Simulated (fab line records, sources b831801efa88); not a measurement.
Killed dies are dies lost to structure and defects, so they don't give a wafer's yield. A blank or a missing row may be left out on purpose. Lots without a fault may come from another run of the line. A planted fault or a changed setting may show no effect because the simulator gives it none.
A struck lot beside a sound one | flow gf180mcu | 37 steps out of a route of 602
Sound: wafers L114.1, L114.2, L114.5. Struck: wafers L102.1, L102.2, L102.5. The cause comes at the end.
At each step with rows: each side's tool, then ch and its chambers, then its first start. Under that, the readings that differ: sound wafers | struck wafers | difference of the means | sigmas: that difference in standard deviations of wafers without a fault.
alike: readings whose means differ by less than 2 such deviations, and words and numbers that are the same on both sides. not compared: withheld readings, readings that some wafer has no value for, bounds like >300 that may hide the same value, and numbers for which the record gives no deviation and whose values overlap.
The two part at a step that has a row with sigmas, a row that says differs or no value, or rows on one side only. Numbers that don't overlap but have no deviation are shown without sigmas and don't part them. A reading that every wafer of one side lacks parts them only if that side has two wafers or more.

first, 8 steps without rows for these wafers: GF_POLY_GATE_DEVELOP_09 (develop time 60 s); GF_POLY_GATE_ETCH_12 (etches BARC in N2/H2); GF_POLY_GATE_ETCH_13 (etches poly-Si in HBr/Cl2, stops on SiO2, target depth 198.5 nm, time 69.6 s); GF_POLY_GATE_STRIP_14 (strips in O2/N2); GF_POLY_GATE_CLEAN_15 (cleans in SC1/SC2, time 150 s); GF_POLY_GATE_OXIDATION_16 (stabilise 600 s, purge 300 s, target thk 4 nm); GF_HV_LDD_DEHYDRATE_00 (time 60 s); GF_HV_LDD_HMDS_01 (prime time 60 s).
GF_HV_LDD_COAT_02: resist thk 1000 nm.
  sound on litho_track-02 ch 0, day 16 00:06; struck on litho_track-04, day 12 10:29
  no value came back on the struck wafers for chill_plate_temp_C (C), dispense_pressure_kPa (kPa); on the sound wafers chill_plate_temp_C (C) reads 22.91 22.85 22.95
then, 4 steps without rows for these wafers: GF_HV_LDD_SOFTBAKE_03 (time 60 s); GF_HV_LDD_EXPOSE_04 (exposes mask Nplus LV AREA, target cd 400 nm); GF_HV_LDD_PEB_05; GF_HV_LDD_DEVELOP_06 (develop time 60 s).
GF_HV_LDD_CD_MEAS_07: target cd 400 nm.
  sound on cd_sem-02, day 16 12:04; struck on cd_sem-01, day 12 20:35
  reading    | sound             | struck | difference                    | sigmas
  cd_nm (nm) | 396.6 397.9 396.0 | - - -  | no value on the struck wafers |
GF_HV_LDD_OVL_MEAS_08:
  sound on overlay-01, day 16 12:11; struck on overlay-02, day 12 20:42
  reading         | sound         | struck | difference                    | sigmas
  HV_LDD_OVL (nm) | 0.5 -0.4 -0.8 | - - -  | no value on the struck wafers |
then, 11 steps without rows for these wafers: GF_HV_LDD_IMPLANT_09; GF_HV_LDD_STRIP_10 (strips in O2/N2); GF_HV_LDD_DEHYDRATE_12 (time 60 s); GF_HV_LDD_HMDS_13 (prime time 60 s); GF_HV_LDD_COAT_14 (resist thk 1000 nm); GF_HV_LDD_SOFTBAKE_15 (time 60 s); GF_HV_LDD_EXPOSE_16 (exposes mask Pplus LV AREA, target cd 400 nm); GF_HV_LDD_PEB_17; GF_HV_LDD_DEVELOP_18 (develop time 60 s); GF_HV_LDD_IMPLANT_21; GF_HV_LDD_STRIP_22 (strips in O2/N2).
GF_HV_LDD_TW_MEAS_23:
  sound on film_metro-04, day 17 11:17; struck on film_metro-02, day 13 16:59
  reading     | sound          | struck         | difference | sigmas
  HV_LDD_2_TW | 1058 1066 1058 | 2511 2508 2504 | +1447      | +99 or more
then, 7 steps without rows for these wafers: GF_HV_LDD_DEHYDRATE_24 (time 60 s); GF_HV_LDD_HMDS_25 (prime time 60 s); GF_HV_LDD_COAT_26 (resist thk 1000 nm); GF_HV_LDD_SOFTBAKE_27 (time 60 s); GF_HV_LDD_EXPOSE_28 (exposes mask Nplus HV AREA, target cd 400 nm); GF_HV_LDD_PEB_29; GF_HV_LDD_DEVELOP_30 (develop time 60 s).
GF_HV_LDD_TW_MEAS_38:
  sound on film_metro-03, day 18 11:08; struck on film_metro-03, day 14 14:32
  reading     | sound          | struck         | difference | sigmas
  HV_LDD_3_TW | 1422 1430 1429 | 2526 2534 2535 | +1105      | +65
GF_HV_LDD_TW_MEAS_50:
  sound on film_metro-04, day 19 11:34; struck on film_metro-03, day 15 11:41
  reading     | sound       | struck         | difference | sigmas
  HV_LDD_4_TW | 572 573 573 | 2397 2398 2397 | +1825      | +99 or more
-- the record jumps here: 16 days lie between the struck wafers' starts before and after (it left off in module HV_LDD and takes up again in module PASSIVATION, whose first step shown is number 602 of the route) --
GF_PASSIVATION_PROBE_99:
  the record has rows for the struck wafers here (prober-02, day 31 20:01) and none for the sound ones

WHERE THEY PART
First at GF_HV_LDD_COAT_02; last, within this record, at GF_PASSIVATION_PROBE_99.

WHY: what the simulator had put in
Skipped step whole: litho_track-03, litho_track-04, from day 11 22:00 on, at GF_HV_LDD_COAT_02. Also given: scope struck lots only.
